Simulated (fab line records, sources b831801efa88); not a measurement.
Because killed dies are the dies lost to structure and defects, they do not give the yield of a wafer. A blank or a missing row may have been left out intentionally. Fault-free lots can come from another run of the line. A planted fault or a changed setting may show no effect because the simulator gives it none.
fab line records	flow gf180mcu
record: lots: 11	wafers: 33	lastDay: 34
route steps=602 shown M3@411 V4@493
lots untouched by any fault: they come from a run of this same line in which no faults occurred
startH: hours from the record's opening day to when the first of the lot's shown wafers began	waitH: time in hours since the lot's previous step	" the same as in the row above	L1.1+2: several wafers, shown together as one row	- no value present, or no start provided	* or withheld: withheld	< > ~ a bound
route shown NAME@n: NAME is a module with steps in the file, n the number in the route of the first one	usual: mean/standard deviation of fault-free wafers	same: alike in all rows	chamber/n: place in a boat	sites: readings site by site	_std_site: standard deviation of those values	_edge_site: mean of outer sites minus mean of inner sites	radiusMm: how far each site lies from the wafer's centre	mask NAME#n: copy n	behind: the most recent tool/chamber to have shaped the wafer	hold: why the lot was held/for how many hours/how that ended	device: the transistor (n, p or np) that didn't switch	end of line: at the end of the route, the tests of the same wafers	where a step has no rows: the recipe by itself	killed: dies lost to structure and defects at the first sort, not the wafer's yield	map: a wafer's dies, x killed, . not, _ none there
set.NAME: the setting the step ran with; set.NAME@STEP: the setting that earlier step ran with	model.NAME: the simulator's own value behind a step, which no gauge read
a sample of lots followed through the steps of the route, with each step as a table and each wafer as a row
services: when a tool's chamber went out of use (startH, in hours from the record's first day, below 0 if earlier), for how many hours, and the reason
== steps ==
step: GF_M3_SPUTTER_02
recipe: material: AlCu	targetThkNm: 450	powerW: 10600	timeS: 23.9	chamberPressurePa: 0.4193
usual: throttleValvePct: 30.0/1.4
lot.wafer	tool	chamber	startH	waitH	throttleValvePct
L264.1	pvdSputter-02	-	467.26	0.0	30.2
L264.2	"	-	"	"	31.6
L264.6	"	-	"	"	30.8
L266.1	pvdSputter-01	-	488.88	0.0	28.9
L266.3	"	-	"	"	29.8
L266.4	"	-	"	"	30.5
L267.3	pvdSputter-03	-	496.06	0.0	32.7
L267.5	"	-	"	"	32.2
L267.6	"	-	"	"	30.4
L268.2	pvdSputter-01	-	504.14	0.0	30.5
L268.3	"	-	"	"	28.8
L268.4	"	-	"	"	29.8
L272.2	pvdSputter-01	-	542.26	0.0	30.6
L272.3	"	-	"	"	27.6
L272.5	"	-	"	"	27.4
L276.2	pvdSputter-02	-	580.87	0.0	30.5
L276.4	"	-	"	"	31.9
L276.5	"	-	"	"	29.1
L278.1	pvdSputter-01	-	605.81	0.0	30.5
L278.4	"	-	"	"	28.8
L278.6	"	-	"	"	27.3
L282.3	pvdSputter-01	-	619.44	0.0	29.0
L282.4	"	-	"	"	27.4
L282.6	"	-	"	"	30.5
L283.2	pvdSputter-02	-	627.46	0.0	30.3
L283.3	"	-	"	"	30.8
L283.4	"	-	"	"	29.2
L284.2	pvdSputter-02	-	643.82	0.0	30.3
L284.4	"	-	"	"	31.0
L284.6	"	-	"	"	30.4
L286.3	pvdSputter-03	-	654.04	0.0	32.4
L286.4	"	-	"	"	28.3
L286.5	"	-	"	"	30.7
step: GF_M3_RS_MEAS_05
recipe: thkMeasGauge: four-point-probe	reads: TiN_of_M3_SPUTTER_04+Ti_of_M3_SPUTTER_03+AlCu_of_M3_SPUTTER_02+TiN_of_M3_SPUTTER_01+Ti_of_M3_SPUTTER_00
usual: M3_ALCU_RS: 0.0706/0.00097
lot.wafer	tool	chamber	startH	waitH	M3_ALCU_RS[ohm/sq]
L264.1	filmMetro-04	-	467.35	0.0	0.0708
L264.2	"	-	"	"	0.0712
L264.6	"	-	"	"	0.0718
L266.1	filmMetro-02	-	488.97	0.0	0.0704
L266.3	"	-	"	"	0.0705
L266.4	"	-	"	"	0.0716
L267.3	filmMetro-03	-	496.19	0.1	0.0700
L267.5	"	-	"	"	0.0696
L267.6	"	-	"	"	0.0704
L268.2	filmMetro-03	-	504.25	0.0	0.0702
L268.3	"	-	"	"	0.0685
L268.4	"	-	"	"	0.0691
L272.2	filmMetro-03	-	542.37	0.0	0.0703
L272.3	"	-	"	"	0.0706
L272.5	"	-	"	"	0.0703
L276.2	filmMetro-02	-	580.99	0.0	0.0722
L276.4	"	-	"	"	0.0716
L276.5	"	-	"	"	0.0725
L278.1	filmMetro-04	-	605.90	0.0	0.0776
L278.4	"	-	"	"	0.0750
L278.6	"	-	"	"	0.0769
L282.3	filmMetro-04	-	619.57	0.1	0.0738
L282.4	"	-	"	"	0.0755
L282.6	"	-	"	"	0.0761
L283.2	filmMetro-04	-	627.57	0.0	0.0708
L283.3	"	-	"	"	0.0711
L283.4	"	-	"	"	0.0713
L284.2	filmMetro-03	-	643.93	0.0	0.0694
L284.4	"	-	"	"	0.0704
L284.6	"	-	"	"	0.0700
L286.3	filmMetro-03	-	654.17	0.1	0.0703
L286.4	"	-	"	"	0.0713
L286.5	"	-	"	"	0.0703
step: GF_M3_THK_MEAS_06
recipe: thkMeasGauge: xrf	reads: AlCu_of_M3_SPUTTER_02
usual: M3_ALCU_THK: 441/5.8
lot.wafer	tool	chamber	startH	waitH	M3_ALCU_THK[nm]
L264.1	filmMetro-04	-	467.47	0.1	440
L264.2	"	-	"	"	438
L264.6	"	-	"	"	432
L266.1	filmMetro-02	-	489.09	0.1	441
L266.3	"	-	"	"	440
L266.4	"	-	"	"	435
L267.3	filmMetro-03	-	496.29	0.1	442
L267.5	"	-	"	"	445
L267.6	"	-	"	"	443
L268.2	filmMetro-03	-	504.36	0.1	443
L268.3	"	-	"	"	450
L268.4	"	-	"	"	446
L272.2	filmMetro-03	-	542.48	0.1	442
L272.3	"	-	"	"	438
L272.5	"	-	"	"	440
L276.2	filmMetro-02	-	581.10	0.1	432
L276.4	"	-	"	"	436
L276.5	"	-	"	"	431
L278.1	filmMetro-04	-	606.02	0.1	404
L278.4	"	-	"	"	417
L278.6	"	-	"	"	408
L282.3	filmMetro-04	-	619.67	0.1	423
L282.4	"	-	"	"	414
L282.6	"	-	"	"	408
L283.2	filmMetro-04	-	627.68	0.1	442
L283.3	"	-	"	"	440
L283.4	"	-	"	"	437
L284.2	filmMetro-03	-	644.04	0.1	449
L284.4	"	-	"	"	442
L284.6	"	-	"	"	443
L286.3	filmMetro-03	-	654.27	0.1	443
L286.4	"	-	"	"	436
L286.5	"	-	"	"	442
step: GF_M3_METAL_ETCH_16
recipe: chemistry: Cl2/BCl3	maskMaterial: KrF	targetDepthNm: 627.5	stopOn: SiO2	pressureMtorr: 8	icpW: 800	biasW: 140	Cl2_flow_sccm: 80	bcl3FlowSccm: 40	timeS: 104.6
usual: drypumpMotorCurrentA: 5.6/0.36	oesProductAu: 0.968/0.0076	throttleValvePct: 28.255/0.013
lot.wafer	tool	chamber	startH	waitH	drypumpMotorCurrentA	oesProductAu	rfHoursCounterH	throttleValvePct
L264.1	rieMetal-02	1	491.46	0.0	5.7	0.965	11.3	28.264
L264.2	"	0	"	"	5.1	0.965	5.7	28.260
L264.6	"	0	"	"	5.1	0.965	-	28.266
L266.1	rieMetal-02	1	511.84	0.0	5.7	0.970	12.1	28.243
L266.3	"	1	"	"	5.7	0.974	-	28.253
L266.4	"	1	"	"	5.7	0.957	-	28.258
L267.3	rieMetal-04	1	519.80	0.1	5.3	0.976	-	28.249
L267.5	"	0	"	"	5.7	0.971	-	28.252
L267.6	"	1	"	"	5.3	0.971	-	28.234
L268.2	rieMetal-04	0	527.49	0.0	5.7	0.963	3.7	28.256
L268.3	"	0	"	"	5.7	0.972	-	28.233
L268.4	"	1	"	"	5.3	0.978	-	28.227
L272.2	rieMetal-03	1	565.15	0.0	5.5	0.969	4.3	28.250
L272.3	"	1	"	"	5.5	0.969	-	28.271
L272.5	"	0	"	"	6.3	0.966	-	28.251
L276.2	rieMetal-04	0	601.94	0.0	5.7	0.964	5.8	28.288
L276.4	"	1	"	"	5.3	0.966	-	28.252
L276.5	"	1	"	"	5.3	0.954	-	28.274
L278.1	rieMetal-03	1	626.84	0.0	5.5	0.932	6.2	28.316
L278.4	"	1	"	"	5.5	0.943	-	28.300
L278.6	"	1	"	"	5.6	0.940	-	28.294
L282.3	rieMetal-03	1	639.58	0.1	5.5	0.953	-	28.283
L282.4	"	0	"	"	6.3	0.945	-	28.283
L282.6	"	0	"	"	6.4	0.934	-	28.286
L283.2	rieMetal-02	1	647.31	0.0	5.8	0.967	2.4	28.267
L283.3	"	0	"	"	5.1	0.966	-	28.262
L283.4	"	1	"	"	5.8	0.967	-	28.270
L284.2	rieMetal-04	0	663.15	0.0	5.7	0.985	7.9	28.266
L284.4	"	0	"	"	5.7	0.971	-	28.266
L284.6	"	0	"	"	5.8	0.966	-	28.266
L286.3	rieMetal-04	1	673.43	0.1	5.3	0.975	-	28.248
L286.4	"	0	"	"	5.7	0.961	-	28.277
L286.5	"	0	"	"	5.8	0.968	-	28.256
step: GF_V4_ETCH_17
recipe: chemistry: C4F8/O2/Ar	maskMaterial: KrF	target: SiO2	stopOn: TiN	sourceW: 1500	biasW: 1200	pressureMtorr: 40	c4f8FlowSccm: withheld	O2_flow_sccm: 6	Ar_flow_sccm: 300	timeS: withheld	targetDepthA: 6300
usual: oesProductAu: 0.856/0.0045
lot.wafer	tool	chamber	startH	waitH	oesProductAu
L264.1	rieDiel-02	0	-	-	0.856
L264.2	"	3	"	"	0.857
L264.6	"	1	"	"	0.849
L266.1	rieDiel-01	2	-	-	0.855
L266.3	"	3	"	"	0.852
L266.4	"	1	"	"	0.858
L267.3	rieDiel-04	3	-	-	0.854
L267.5	"	3	"	"	0.854
L267.6	"	2	"	"	0.848
L268.2	rieDiel-01	0	-	-	0.852
L268.3	"	3	"	"	0.846
L268.4	"	2	"	"	0.853
L272.2	rieDiel-02	1	-	-	0.854
L272.3	"	2	"	"	0.855
L272.5	"	3	"	"	0.851
L276.2	rieDiel-02	1	-	-	0.860
L276.4	"	2	"	"	0.859
L276.5	"	1	"	"	0.850
L278.1	rieDiel-04	3	-	-	0.865
L278.4	"	1	"	"	0.866
L278.6	"	0	"	"	0.860
L282.3	rieDiel-01	3	-	-	0.853
L282.4	"	2	"	"	0.852
L282.6	"	2	"	"	0.855
L283.2	rieDiel-01	3	-	-	0.863
L283.3	"	2	"	"	0.863
L283.4	"	0	"	"	0.861
L284.2	rieDiel-01	0	-	-	0.864
L284.4	"	1	"	"	0.854
L284.6	"	3	"	"	0.855
L286.3	rieDiel-01	3	-	-	0.854
L286.4	"	0	"	"	0.852
L286.5	"	2	"	"	0.866
step: GF_V4_SPUTTER_22
recipe: material: TiN	targetThkNm: 10	chamberPressurePa: 5	powerW: 4000	timeS: 40
usual: throttleValvePct: 30.2/1.2
lot.wafer	tool	chamber	startH	waitH	throttleValvePct
L264.1	pvdSputter-03	-	564.11	0.0	29.6
L264.2	"	-	"	"	30.4
L264.6	"	-	"	"	30.7
L266.1	pvdSputter-04	-	585.44	0.0	31.2
L266.3	"	-	"	"	28.7
L266.4	"	-	"	"	29.8
L267.3	pvdSputter-02	-	591.81	0.0	29.2
L267.5	"	-	"	"	30.7
L267.6	"	-	"	"	31.8
L268.2	pvdSputter-03	-	597.11	0.0	28.4
L268.3	"	-	"	"	30.0
L268.4	"	-	"	"	30.6
L272.2	pvdSputter-03	-	633.21	0.0	28.6
L272.3	"	-	"	"	32.2
L272.5	"	-	"	"	28.6
L276.2	pvdSputter-03	-	667.29	0.0	28.5
L276.4	"	-	"	"	30.0
L276.5	"	-	"	"	30.7
L278.1	pvdSputter-03	-	690.41	0.0	30.4
L278.4	"	-	"	"	32.4
L278.6	"	-	"	"	30.8
L282.3	pvdSputter-04	-	703.37	0.0	28.9
L282.4	"	-	"	"	30.9
L282.6	"	-	"	"	28.7
L283.2	pvdSputter-03	-	709.48	0.0	30.6
L283.3	"	-	"	"	28.3
L283.4	"	-	"	"	29.8
L284.2	pvdSputter-03	-	723.79	0.0	30.0
L284.4	"	-	"	"	28.9
L284.6	"	-	"	"	32.4
L286.3	pvdSputter-03	-	733.27	0.0	32.6
L286.4	"	-	"	"	28.5
L286.5	"	-	"	"	30.7
step: GF_V4_CMP_26
recipe: stopOn: SiO2	downForcePsi: 3.5	platenRpm: 60	tOverpolishS: 15	targetThkNm: 0	padVelocityMS: 0.94248
usual: motorCurrentA: 10.9/0.77	overpolishRunS: 15.000/0.0082	timeToEndpointS: 87/5.2
lot.wafer	tool	chamber	startH	waitH	motorCurrentA	overpolishRunS	timeToEndpointS
L264.1	cmp-02	0	564.61	0.1	11.6	14.985	86
L264.2	"	1	"	"	10.1	14.992	87
L264.6	"	3	"	"	11.4	14.993	85
L266.1	cmp-01	3	585.89	0.1	10.7	14.996	83
L266.3	"	1	"	"	10.7	15.006	77
L266.4	"	2	"	"	12.2	15.001	98
L267.3	cmp-02	3	592.29	0.2	11.2	14.997	86
L267.6	"	0	"	"	11.7	14.986	86
L267.5	"	1	"	"	10.5	14.984	91
L268.3	cmp-02	1	597.44	0.0	10.0	15.010	92
L268.4	"	2	"	"	10.6	14.999	86
L268.2	"	0	"	"	11.3	14.998	88
L272.2	cmp-02	0	633.54	0.0	11.7	15.008	88
L272.3	"	3	"	"	11.4	14.996	86
L272.5	"	0	"	"	11.7	15.004	87
L276.4	cmp-02	2	667.67	0.1	10.8	15.005	87
L276.2	"	0	"	"	11.5	15.007	89
L276.5	"	2	"	"	10.8	14.998	87
L278.1	cmp-01	2	690.74	0.1	12.2	15.006	101
L278.4	"	0	"	"	10.0	14.989	82
L278.6	"	2	"	"	12.6	14.992	102
L282.4	cmp-02	3	703.80	0.1	11.0	14.986	93
L282.3	"	0	"	"	12.3	14.991	93
L282.6	"	1	"	"	10.0	14.993	92
L283.2	cmp-02	2	709.96	0.2	10.8	14.999	88
L283.3	"	0	"	"	11.3	15.002	84
L283.4	"	1	"	"	10.2	14.989	91
L284.4	cmp-02	1	724.12	0.0	11.0	14.996	91
L284.2	"	3	"	"	11.6	14.991	86
L284.6	"	1	"	"	10.1	15.000	93
L286.4	cmp-02	3	734.33	0.8	11.2	14.989	90
L286.3	"	2	"	"	11.3	14.991	89
L286.5	"	0	"	"	11.7	15.012	86
== services ==
tool	chamber	startH	hours	kind
pvdSputter-04	-	448.82	2.2	repair
rieMetal-04	0	487.89	27.9	repair
rieMetal-03	0	492.56	1.9	repair
rieMetal-02	0	501.17	26.4	repair
cmp-02	-	506.63	1.8	repair
rieDiel-02	-	517.99	0.3	repair
cmp-02	-	557.35	7.1	pm
rieDiel-01	-	562.96	0.7	repair
rieDiel-02	1	565.03	12.1	repair
rieDiel-02	2	574.96	7.2	repair
rieDiel-02	3	585.89	16.0	repair
rieMetal-03	-	596.79	0.4	repair
rieDiel-02	2	607.09	4.4	repair
rieMetal-02	-	607.76	0.8	repair
cmp-02	-	610.64	2.9	repair
cmp-02	-	617.11	1.2	repair
cmp-02	-	625.94	2.0	repair
rieDiel-02	1	642.19	5.3	repair
rieMetal-03	-	669.41	2.8	pm
pvdSputter-02	-	689.71	9.4	repair
cmp-02	-	690.08	2.1	repair
rieDiel-01	0	694.54	1.7	repair
rieDiel-02	1	722.82	1.3	repair
rieMetal-02	-	730.42	1.6	repair
== key ==
firstSign: step: GF_M3_RS_MEAS_05	reading: M3_ALCU_RS	direction: up	sigmas: 5.4	usual: 0.0706	struck: 0.0758
effect: step: GF_M3_THK_MEAS_06	reading: M3_ALCU_THK	direction: down	sigmas: 5	usual: 441	struck: 413
effect: step: GF_M3_METAL_ETCH_16	reading: oesProductAu	direction: down	sigmas: 3.5	usual: 0.968	struck: 0.941
metAt GF_M3_SPUTTER_02
struckLots L278,L282
notActingAt GF_V4_ETCH_17,GF_V4_SPUTTER_22,GF_V4_CMP_26
onsetBetween 542.26 605.81
fault: kind: processParameterDrift	tool: pvdSputter-01	chamber: -	onsetH: 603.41	steps: GF_M3_SPUTTER_02	channel: targetThkNm	offset: -35.701	shape: step	endH: 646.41	actsIn: theseRecipesOnly	stated: 450
